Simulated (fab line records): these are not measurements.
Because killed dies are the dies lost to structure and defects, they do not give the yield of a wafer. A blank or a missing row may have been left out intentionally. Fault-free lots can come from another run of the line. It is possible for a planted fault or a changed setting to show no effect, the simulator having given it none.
What tool caused it? ; flow sfqLine ; route of 325 steps, sampled at 1 step: 7 lots, 21 wafers

## WHAT THE GAUGES READ, wafer by wafer
SFQ_I2_OVL_MEAS_918.
lot;measured;on;I2_OVL (nm)
L249;day 30 17:13;overlay-02;4 3 -6
L251;day 33 13:47;overlay-01;7 4 0
L255;day 39 12:34;overlay-01;12 4 0
L263;day 42 14:14;overlay-01;-3 -3 -1
L267;day 44 06:00;overlay-01;-3 4 3
L269;day 45 01:12;overlay-02;-5 -1 -2
L271;day 45 19:11;overlay-02;-1 -4 -10

## WHAT TOOL EACH LOT RAN ON (gives the tool, then ch and the chambers of the sampled wafers, and finally the start)
There is no process step in the record ahead of these readings.

## THE ANSWER, worked out from the rows above alone
Rule: the lots themselves supply what counts as usual. Put in order of their means at a reading, lots are off if they are a third of the lots or fewer, leave a main group of 4 or more, and stand apart from it by a gap of 3 or more times the standard deviation of the main group's means; of several such gaps the widest counts. If all means in a main group match to the digits the tables above print for the reading, that group is not used. A lot without any number at a reading at which 4 lots or more have one is off too. Where the step has rows for the other lots, those lots are counted as sound.
None of the lots is off at any reading shown; this tells nothing.

## WHAT WAS PUT IN BY THE SIMULATOR
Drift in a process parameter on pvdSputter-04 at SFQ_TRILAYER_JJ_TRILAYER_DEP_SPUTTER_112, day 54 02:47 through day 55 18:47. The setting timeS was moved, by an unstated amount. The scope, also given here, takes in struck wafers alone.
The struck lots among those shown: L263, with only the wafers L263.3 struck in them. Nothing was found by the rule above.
